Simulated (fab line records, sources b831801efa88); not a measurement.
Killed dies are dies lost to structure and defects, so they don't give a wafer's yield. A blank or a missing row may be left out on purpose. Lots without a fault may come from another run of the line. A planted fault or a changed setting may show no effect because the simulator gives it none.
fab line records | flow gf180mcu
record lots=11 wafers=33 last_day=34
route steps=602 shown MIM@510 M5@534 V5@555
lots that met no fault: from a run of the same line without faults
start_h: hours from the record's first day to the start of the lot's first wafer shown | wait_h: hours since the lot's step before | " the same as in the row above | L1.1+2: a row that stands for several wafers | - no value, or no start given | * or withheld: withheld | < > ~ a bound
route shown NAME@n: a module of which the file shows steps, and the number in the route of the first | usual: mean/standard deviation of fault-free wafers | same: alike in all rows | chamber/n: place in a boat | sites: the reading at each site | _std_site: their standard deviation | _edge_site: outer sites' mean less inner sites' | radius_mm: how far each site lies from the wafer's centre | mask NAME#n: copy n | behind: the tool/chamber that last shaped the wafer | hold: why the lot was held/for how many hours/how that ended | device: the transistor (n, p or np) that didn't switch | end of line: the same wafers' tests at the end of the route | a step without rows: its recipe alone | killed: dies lost to structure and defects at the first sort, not the wafer's yield | map: a wafer's dies, x killed, . not, _ none there
set.NAME: the setting as run; set.NAME@STEP: as run at that earlier step | model.NAME: the simulator's own value behind a step, which no gauge read
steps of the route over a sample of lots; a table a step, a row a wafer
services: from which hour (start_h, from the record's first day; less than 0 if before it) a tool's chamber was out of use, for how many hours, and why
## steps
# step GF_MIM_SPUTTER_07
# recipe material=TiN target_thk_nm=60 power_w=6500 time_s=50 chamber_pressure_pa=0.4
# usual throttle_valve_pct=30.3/0.84
# columns lot.wafer tool chamber start_h wait_h throttle_valve_pct
L619.1 pvd_sputter-02 - 562.70 0.1 29.6
L619.2 " - " " 29.9
L619.6 " - " " 29.4
L623.4 pvd_sputter-04 - 604.51 0.0 30.8
L623.5 " - " " 30.7
L623.6 " - " " 30.9
L626.2 pvd_sputter-03 - 625.36 0.0 29.7
L626.3 " - " " 29.1
L626.4 " - " " 30.4
L628.1 pvd_sputter-03 - 645.00 0.1 30.4
L628.4 " - " " 29.5
L628.5 " - " " 29.8
L629.2 pvd_sputter-03 - 654.25 0.0 29.6
L629.5 " - " " 29.4
L629.6 " - " " 30.1
L632.2 pvd_sputter-04 - 669.29 0.0 30.7
L632.3 " - " " 31.3
L632.4 " - " " 31.0
L633.3 pvd_sputter-04 - 669.64 0.0 30.9
L633.4 " - " " 30.5
L633.6 " - " " 31.2
L635.2 pvd_sputter-02 - 686.19 0.0 29.3
L635.5 " - " " 30.2
L635.6 " - " " 30.1
L637.3 pvd_sputter-04 - 699.85 0.0 32.0
L637.5 " - " " 30.8
L637.6 " - " " 32.2
L641.3 pvd_sputter-02 - 721.98 0.0 30.0
L641.4 " - " " 30.2
L641.6 " - " " 29.5
L642.1 pvd_sputter-03 - 732.48 0.1 30.4
L642.4 " - " " 29.1
L642.6 " - " " 29.5
# step GF_M5_OVL_MEAS_08
# usual M5_OVL=2/4.9
# columns lot.wafer tool chamber start_h wait_h M5_OVL[nm]
L619.1 overlay-01 - 605.99 0.1 1
L619.2 " - " " 1
L619.6 " - " " -10
L623.4 overlay-01 - 645.30 0.1 5
L623.5 " - " " 4
L623.6 " - " " 5
L626.2 overlay-01 - 665.18 0.1 0
L626.3 " - " " 6
L626.4 " - " " -7
L628.1 overlay-01 - 684.41 0.1 -7
L628.4 " - " " 0
L628.5 " - " " -4
L629.2 overlay-01 - 693.46 0.1 5
L629.5 " - " " -1
L629.6 " - " " 4
L632.2 overlay-01 - 706.33 0.1 7
L632.3 " - " " 10
L632.4 " - " " 9
L633.3 overlay-01 - 707.57 0.1 0
L633.4 " - " " -5
L633.6 " - " " -4
L635.2 overlay-01 - 723.21 0.1 -5
L635.5 " - " " -3
L635.6 " - " " -4
L637.3 overlay-01 - 737.00 0.1 7
L637.5 " - " " 8
L637.6 " - " " 7
L641.3 overlay-01 - 756.82 0.1 3
L641.4 " - " " 4
L641.6 " - " " 6
L642.1 overlay-02 - 767.16 0.1 3
L642.4 " - " " 6
L642.6 " - " " 2
# step GF_V5_OVL_MEAS_15
# usual V5_OVL=0/6.6
# columns lot.wafer tool chamber start_h wait_h V5_OVL[nm]
L619.1 overlay-01 - 627.96 0.1 -1
L619.2 " - " " -7
L619.6 " - " " 5
L623.4 overlay-01 - 665.96 0.1 -5
L623.5 " - " " -1
L623.6 " - " " -5
L626.2 overlay-01 - 685.59 0.1 -2
L626.3 " - " " 0
L626.4 " - " " 0
L628.1 overlay-02 - 704.04 0.1 7
L628.4 " - " " 8
L628.5 " - " " -1
L629.2 overlay-01 - 712.95 0.1 11
L629.5 " - " " 14
L629.6 " - " " 8
L632.2 overlay-01 - 726.10 0.1 2
L632.3 " - " " 3
L632.4 " - " " 1
L633.3 overlay-02 - 726.81 0.1 9
L633.4 " - " " 0
L633.6 " - " " 6
L635.2 overlay-01 - 741.56 0.1 6
L635.5 " - " " 1
L635.6 " - " " 9
L637.3 overlay-02 - 755.61 0.1 2
L637.5 " - " " -2
L637.6 " - " " 5
L641.3 overlay-02 - 774.02 0.1 -11
L641.4 " - " " -13
L641.6 " - " " -6
L642.1 overlay-01 - 783.79 0.1 -2
L642.4 " - " " 7
L642.6 " - " " 5
# step GF_V5_CVD_23
# recipe material=W target_thk_nm=350 time_s=104.9 temp_c=400 pressure_torr=40
# usual chamber_pressure_Torr=39.99/0.087 heater_power_w=983/110
# columns lot.wafer tool chamber start_h wait_h chamber_pressure_Torr heater_power_w
L619.1 cvd_w-02 1 628.81 0.0 39.85 1101
L619.2 " 0 " " 39.84 944
L619.6 " 1 " " 39.84 1146
L623.4 cvd_w-01 0 666.84 0.1 40.13 872
L623.5 " 0 " " 39.96 895
L623.6 " 1 " " 40.08 944
L626.2 cvd_w-02 0 686.44 0.0 40.00 937
L626.3 " 0 " " 40.03 937
L626.4 " 1 " " 40.06 1136
L628.1 cvd_w-01 0 704.88 0.0 39.82 888
L628.4 " 1 " " 39.97 957
L628.5 " 1 " " 39.86 949
L629.2 cvd_w-02 0 713.77 0.0 40.01 934
L629.5 " 0 " " 40.11 943
L629.6 " 1 " " 40.01 1158
L632.2 cvd_w-01 1 726.95 0.0 20.89 958
L632.3 " 0 " " 39.98 859
L632.4 " 1 " " 21.00 951
L633.3 cvd_w-01 1 727.66 0.1 21.08 948
L633.4 " 0 " " 39.95 895
L633.6 " 1 " " 21.09 958
L635.2 cvd_w-01 0 742.38 0.0 39.91 869
L635.5 " 1 " " 20.89 948
L635.6 " 0 " " 40.07 857
L637.3 cvd_w-02 0 756.49 0.1 40.05 953
L637.5 " 0 " " 39.93 940
L637.6 " 1 " " 40.03 1154
L641.3 cvd_w-02 1 775.27 0.1 40.07 1142
L641.4 " 0 " " 39.98 940
L641.6 " 1 " " 40.15 1164
L642.1 cvd_w-02 0 784.65 0.0 40.12 935
L642.4 " 1 " " 39.98 1142
L642.6 " 0 " " 40.04 951
# step GF_V5_RS_MEAS_24
# recipe thk_meas_gauge=four-point-probe reads=W_of_V5_CVD_23+TiN_of_V5_SPUTTER_22+Ti_of_V5_SPUTTER_21
# usual V5_W_RS=0.329/0.0044
# columns lot.wafer tool chamber start_h wait_h hold V5_W_RS[ohm/sq]
L619.1 film_metro-03 - 628.93 0.1 - 0.336
L619.2 " - " " - 0.330
L619.6 " - " " - 0.326
L623.4 film_metro-03 - 666.97 0.1 - 0.324
L623.5 " - " " - 0.327
L623.6 " - " " - 0.336
L626.2 film_metro-03 - 686.57 0.1 - 0.329
L626.3 " - " " - 0.333
L626.4 " - " " - 0.326
L628.1 film_metro-04 - 705.00 0.1 - 0.325
L628.4 " - " " - 0.333
L628.5 " - " " - 0.330
L629.2 film_metro-04 - 713.90 0.1 - 0.330
L629.5 " - " " - 0.328
L629.6 " - " " - 0.325
L632.2 film_metro-01 - 727.08 0.1 await_dispo/0.2h/release 0.466
L632.3 " - " " await_dispo/0.2h/release 0.323
L632.4 " - " " await_dispo/0.2h/release 0.459
L632.2 film_metro-01 - 727.44 0.3 - 0.465
L632.3 " - " " - 0.323
L632.4 " - " " - 0.458
L633.3 film_metro-04 - 727.78 0.1 await_dispo/0.2h/release 0.463
L633.4 " - " " await_dispo/0.2h/release 0.317
L633.6 " - " " await_dispo/0.2h/release 0.462
L633.3 film_metro-04 - 728.06 0.3 - 0.463
L633.4 " - " " - 0.317
L633.6 " - " " - 0.464
L635.2 film_metro-04 - 742.51 0.1 await_dispo/0.2h/release 0.319
L635.5 " - " " await_dispo/0.2h/release 0.455
L635.6 " - " " await_dispo/0.2h/release 0.320
L635.2 film_metro-04 - 742.89 0.4 - 0.319
L635.5 " - " " - 0.456
L635.6 " - " " - 0.320
L637.3 film_metro-03 - 756.61 0.1 - 0.329
L637.5 " - " " - 0.325
L637.6 " - " " - 0.325
L641.3 film_metro-04 - 775.39 0.1 - 0.330
L641.4 " - " " - 0.331
L641.6 " - " " - 0.331
L642.1 film_metro-04 - 784.77 0.1 - 0.331
L642.4 " - " " - 0.331
L642.6 " - " " - 0.329
# step GF_V5_THK_MEAS_25
# recipe thk_meas_gauge=xrf reads=W_of_V5_CVD_23
# usual V5_W_THK=339/5.3
# columns lot.wafer tool chamber start_h wait_h hold V5_W_THK[nm]
L619.1 film_metro-03 - 629.05 0.1 - 330
L619.2 " - " " - 333
L619.6 " - " " - 337
L623.4 film_metro-03 - 667.06 0.1 - 345
L623.5 " - " " - 343
L623.6 " - " " - 334
L626.2 film_metro-03 - 686.68 0.1 - 336
L626.3 " - " " - 334
L626.4 " - " " - 340
L628.1 film_metro-04 - 705.12 0.1 - 344
L628.4 " - " " - 333
L628.5 " - " " - 339
L629.2 film_metro-04 - 714.01 0.1 - 338
L629.5 " - " " - 338
L629.6 " - " " - 341
L632.2 film_metro-01 - 729.37 1.9 await_dispo/0.2h/release 239
L632.3 " - " " await_dispo/0.2h/release 341
L632.4 " - " " await_dispo/0.2h/release 241
L632.2 film_metro-01 - 729.60 0.2 - 237
L632.3 " - " " - 340
L632.4 " - " " - 243
L633.3 film_metro-04 - 732.07 4.0 await_dispo/0.2h/release 244
L633.4 " - " " await_dispo/0.2h/release 353
L633.6 " - " " await_dispo/0.2h/release 244
L633.3 film_metro-04 - 732.29 0.2 - 244
L633.4 " - " " - 354
L633.6 " - " " - 244
L635.2 film_metro-04 - 749.67 6.8 await_dispo/0.2h/release 347
L635.5 " - " " await_dispo/0.2h/release 246
L635.6 " - " " await_dispo/0.2h/release 345
L635.2 film_metro-04 - 749.89 0.2 - 348
L635.5 " - " " - 246
L635.6 " - " " - 347
L637.3 film_metro-03 - 756.71 0.1 - 341
L637.5 " - " " - 344
L637.6 " - " " - 347
L641.3 film_metro-04 - 775.49 0.1 - 341
L641.4 " - " " - 341
L641.6 " - " " - 342
L642.1 film_metro-04 - 784.89 0.1 - 343
L642.4 " - " " - 344
L642.6 " - " " - 344
# step GF_V5_CMP_26
# recipe stop_on=SiO2 down_force_psi=3.5 platen_rpm=60 t_overpolish_s=15 target_thk_nm=0 pad_velocity_m_s=0.94248
# usual motor_current_A=11.7/1.2 time_to_endpoint_s=83/4.6
# columns lot.wafer tool chamber start_h wait_h hold motor_current_A time_to_endpoint_s
L619.2 cmp-02 3 629.11 0.0 - 10.8 80
L619.1 " 1 " " - 11.3 83
L619.6 " 0 " " - 11.8 88
L623.4 cmp-01 2 667.19 0.1 - 11.3 78
L623.6 " 0 " " - 10.6 77
L623.5 " 1 " " - 10.7 88
L626.3 cmp-02 1 686.73 0.0 - 11.3 84
L626.2 " 2 " " - 12.8 80
L626.4 " 3 " " - 11.1 79
L628.4 cmp-01 1 705.18 0.0 - 11.2 93
L628.1 " 0 " " - 11.5 86
L628.5 " 2 " " - 11.1 79
L629.2 cmp-01 1 714.21 0.2 - 10.7 89
L629.6 " 2 " " - 10.8 76
L629.5 " 3 " " - 15.3 87
L632.4 cmp-02 1 731.35 1.7 await_dispo/1.7h/release 11.1 60
L632.3 " 2 " " await_dispo/1.7h/release 12.9 85
L632.2 " 3 " " await_dispo/1.7h/release 11.3 51
L633.3 cmp-02 0 734.63 2.3 await_dispo/2.3h/release 11.5 56
L633.4 " 3 " " await_dispo/2.3h/release 11.7 76
L633.6 " 1 " " await_dispo/2.3h/release 11.4 60
L637.3 cmp-02 2 756.85 0.1 - 13.3 84
L637.5 " 0 " " - 11.3 88
L637.6 " 1 " " - 10.6 90
L635.2 cmp-01 1 763.10 13.2 await_dispo/12.8h/release 10.7 92
L635.5 " 0 " " await_dispo/12.8h/release 11.0 58
L635.6 " 1 " " await_dispo/12.8h/release 10.9 90
L641.3 cmp-02 1 775.53 0.0 - 11.0 88
L641.4 " 3 " " - 10.8 77
L641.6 " 2 " " - 13.1 84
L642.4 cmp-01 2 784.95 0.0 - 10.6 80
L642.1 " 3 " " - 14.5 88
L642.6 " 3 " " - 13.5 87
## services
# columns tool chamber start_h hours kind
cmp-01 - 540.07 2.2 repair
cmp-02 - 547.31 1.2 repair
cmp-01 - 548.49 3.3 pm
pvd_sputter-04 - 549.83 3.3 repair
cvd_w-01 - 557.71 0.4 repair
cmp-02 - 568.69 3.3 repair
cvd_w-01 - 570.83 1.1 repair
pvd_sputter-04 - 571.33 2.6 repair
cmp-01 - 577.85 4.0 pm
cvd_w-02 1 610.85 2.6 repair
cvd_w-02 - 625.29 2.5 repair
pvd_sputter-04 - 650.03 1.9 repair
cvd_w-02 - 651.72 3.0 repair
pvd_sputter-03 - 659.74 18.3 repair
cmp-02 - 669.33 5.5 pm
cmp-01 - 683.51 5.6 pm
pvd_sputter-03 - 685.37 5.2 repair
cmp-02 - 699.16 1.6 repair
cmp-02 - 710.92 0.2 repair
cvd_w-01 - 711.93 2.8 pm
cvd_w-02 - 724.49 14.6 pm
cmp-02 - 740.93 3.3 repair
cmp-02 - 752.00 4.0 pm
cvd_w-01 - 760.86 0.4 repair
## key
first_sign step=GF_V5_CVD_23 reading=chamber_pressure_Torr direction=down sigmas=99+ usual=39.99 struck=20.99
effect step=GF_V5_RS_MEAS_24 reading=visit direction=added
effect step=GF_V5_RS_MEAS_24 reading=V5_W_RS direction=up sigmas=30 usual=0.329 struck=0.461
effect step=GF_V5_THK_MEAS_25 reading=visit direction=added
effect step=GF_V5_THK_MEAS_25 reading=V5_W_THK direction=down sigmas=18 usual=339 struck=243
effect step=GF_V5_CMP_26 reading=time_to_endpoint_s direction=down sigmas=5.7 usual=* struck=*
met_at GF_V5_CVD_23
struck_lots L632,L633,L635
struck_wafers L632.2,L632.4,L633.3,L633.6,L635.5
not_acting_at GF_MIM_SPUTTER_07,GF_M5_OVL_MEAS_08,GF_V5_OVL_MEAS_15
onset_between 704.88 726.95
fault kind=process_parameter_drift tool=cvd_w-01 chamber=1 onset_h=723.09 steps=GF_V5_CVD_23 channel=pressure_torr offset=-18.999 shape=step end_h=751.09 acts_in=these_recipes_only stated=40
